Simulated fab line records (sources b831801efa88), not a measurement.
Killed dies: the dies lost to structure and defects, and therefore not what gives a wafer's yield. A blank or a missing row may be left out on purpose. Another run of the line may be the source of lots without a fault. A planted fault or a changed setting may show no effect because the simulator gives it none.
Comparing a struck lot with a sound one || flow gf180mcu || 14 out of 602 route steps
Sound: the wafers L703.1, L703.3, L703.6. Wafers L700.2, L700.3, L700.5 were the ones struck. The cause is named last.
Each step with rows lists, per side, the tool, then ch with its chambers, then its first start. Under that, the readings that differ: sound wafers || struck wafers || difference of the means || sigmas: that difference in standard deviations of wafers without a fault.
alike: readings with means less than 2 such deviations apart, plus words and numbers identical on both sides. not compared: withheld readings, readings lacking a value on some wafer, bounds such as >300 that could conceal the same value, and numbers that have no deviation in the record and whose values overlap.
Wherever a step has rows on one side only, a row that says differs or no value, or a row with sigmas, the two part there. Non-overlapping numbers with no deviation appear without sigmas and do not part them. A reading that every wafer of one side lacks parts them only if that side has two wafers or more.

GF_M2_SPUTTER_01: material TiN, target thk 30 nm, time 25 s.
  sound: pvd sputter-03 at day 26 02:41; struck: pvd sputter-03 at day 25 01:39
  alike: cathode dc power W, throttle valve pct
GF_M2_SPUTTER_02: material AlCu, target thk 450 nm, time 23.9 s.
  sound: pvd sputter-03 at day 26 02:43; struck: pvd sputter-03 at day 25 01:41
  alike: cathode dc power W, throttle valve pct
GF_M2_SPUTTER_03: material Ti, target thk 10 nm, time 6.7 s.
  sound: pvd sputter-03 at day 26 02:45; struck: pvd sputter-03 at day 25 01:43
  alike: cathode dc power W, throttle valve pct
GF_M2_SPUTTER_04: material TiN, target thk 50 nm, time 41.7 s.
  sound: pvd sputter-03 at day 26 02:46; struck: pvd sputter-03 at day 25 01:44
  alike: cathode dc power W, throttle valve pct
GF_M2_RS_MEAS_05: uses a four-point probe to measure.
  sound: film metro-02 at day 26 02:49; struck: film metro-02 at day 25 01:48
  alike: M2_ALCU_RS
GF_M2_THK_MEAS_06: measures by xrf.
  sound: film metro-02 at day 26 02:56; struck: film metro-02 at day 25 01:55
  alike: M2_ALCU_THK
then, 6 steps without rows for these wafers: GF_M2_DEHYDRATE_07 (time 60 s); GF_M2_HMDS_08 (prime time 60 s); GF_M2_COAT_09 (resist thk 1000 nm); GF_M2_SOFTBAKE_10 (time 60 s); GF_M2_EXPOSE_11 (exposes mask Metal2, target cd 280 nm); GF_M2_PEB_12 (peb time 90 s).
GF_M2_DEVELOP_13: develop time 60 s.
  struck on litho track-03, day 25 23:20; sound on litho track-03 ch 0, day 26 22:46
  no value came back on the struck wafers for chill plate temp C (C), develop time s (s); on the sound wafers chill plate temp C (C) reads 22.95 23.13 23.08
{"reading": "model.KrF_of_M2_COAT_09.thk nm (nm)", "sound": "988.3 985.7 988.4", "struck": "1000 1001 1004", "difference": "+14", "sigmas": ""}
GF_M2_CD_MEAS_14: the cd target is 280 nm.
  sound: cd sem-02 at day 26 22:55; struck: cd sem-01 at day 25 23:29
{"reading": "cd nm (nm)", "sound": "281.6 280.7 280.7", "struck": "- - -", "difference": "no value on the struck wafers", "sigmas": ""}

WHERE THEY PART
At GF_M2_DEVELOP_13 first; at GF_M2_CD_MEAS_14 last (within this record only).

WHY: what the simulator had put in
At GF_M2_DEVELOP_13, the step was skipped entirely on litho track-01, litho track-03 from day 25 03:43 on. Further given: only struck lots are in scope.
